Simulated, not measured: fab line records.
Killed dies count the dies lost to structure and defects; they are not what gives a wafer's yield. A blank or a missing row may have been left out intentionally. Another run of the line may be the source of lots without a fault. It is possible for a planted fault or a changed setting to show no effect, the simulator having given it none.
Which of the tools did it? -- flow sfq line -- 14 lots, 42 wafers sampled, at 1 step of a route of 325

WHAT THE GAUGES READ, wafer by wafer
The record holds no reading of a measuring or inspecting step that can be judged against a usual standard deviation.

EACH LOT AND THE TOOL THAT RAN IT (in order: tool; ch and the chambers of the sampled wafers; start)
lot,SFQ_TRILAYER_M6_LITHO_DEVELOP_161
L394,"litho track-04 ch 0, day 65 21:24"
L395,"litho track-04 ch 0, day 66 02:12"
L399,"litho track-01 ch 0, day 75 21:08"
L400,"litho track-03, day 76 00:46"
L401,"litho track-01, day 79 19:44"
L402,"litho track-01 ch 0, day 80 01:46"
L409,"litho track-01 ch 0, day 81 08:31"
L411,"litho track-01 ch 0, day 81 22:55"
L412,"litho track-01 ch 0, day 82 00:08"
L413,"litho track-01 ch 0, day 82 04:10"
L414,"litho track-01 ch 0, day 82 10:11"
L415,"litho track-03 ch 0, day 82 12:34"
L416,"litho track-03 ch 0, day 82 14:58"
L417,"litho track-01 ch 0, day 82 18:35"
- SFQ_TRILAYER_M6_LITHO_DEVELOP_161: time 60 s.

WHAT THE TOOLS THEMSELVES READ (means of the sampled wafers that have a number; where no wafer has one, the mark that the record gives instead)
SFQ_TRILAYER_M6_LITHO_DEVELOP_161. Usual: chill plate temp C 23.00 C, standard deviation 0.11; exhaust pa 44.9 Pa, standard deviation 0.86.
lot,tool,chill plate temp C (C),exhaust pa (Pa),flag
L394,litho track-04,23.13,44.8,
L395,litho track-04,23.04,45.4,
L399,litho track-01,23.13,45.1,
L400,litho track-03,-,-,OFF
L401,litho track-01,-,-,OFF
L402,litho track-01,22.97,45.8,
L409,litho track-01,22.90,44.6,
L411,litho track-01,22.89,45.0,
L412,litho track-01,22.89,45.4,
L413,litho track-01,23.00,44.3,
L414,litho track-01,23.00,46.7,
L415,litho track-03,23.07,45.3,
L416,litho track-03,23.03,43.8,
L417,litho track-01,22.98,44.3,

THE ANSWER, worked out from the rows above alone
Rule: lot off if the mean of its wafers having a number is beyond 3 standard deviations from the usual mean. Also off: a lot with no number at a reading for which 4 or more lots have one. Any other lot the step has rows for is counted as sound. The gauges are gone through in route order, then the tools' own readings, and for those a lot's mean is taken as printed above. The first step at which some lot is off is used, and at that step the reading that is off furthest; a lot without a number counts as furthest.
Off: L400, L401 (SFQ_TRILAYER_M6_LITHO_DEVELOP_161, chill plate temp C). Without a number there: L400, L401.
If a tool, at that step or one of the process steps before it, ran each lot that is off and ran no sound lot following the first of them, it fits. No candidate that was tried fits.

WHAT THE SIMULATOR HAD PUT IN
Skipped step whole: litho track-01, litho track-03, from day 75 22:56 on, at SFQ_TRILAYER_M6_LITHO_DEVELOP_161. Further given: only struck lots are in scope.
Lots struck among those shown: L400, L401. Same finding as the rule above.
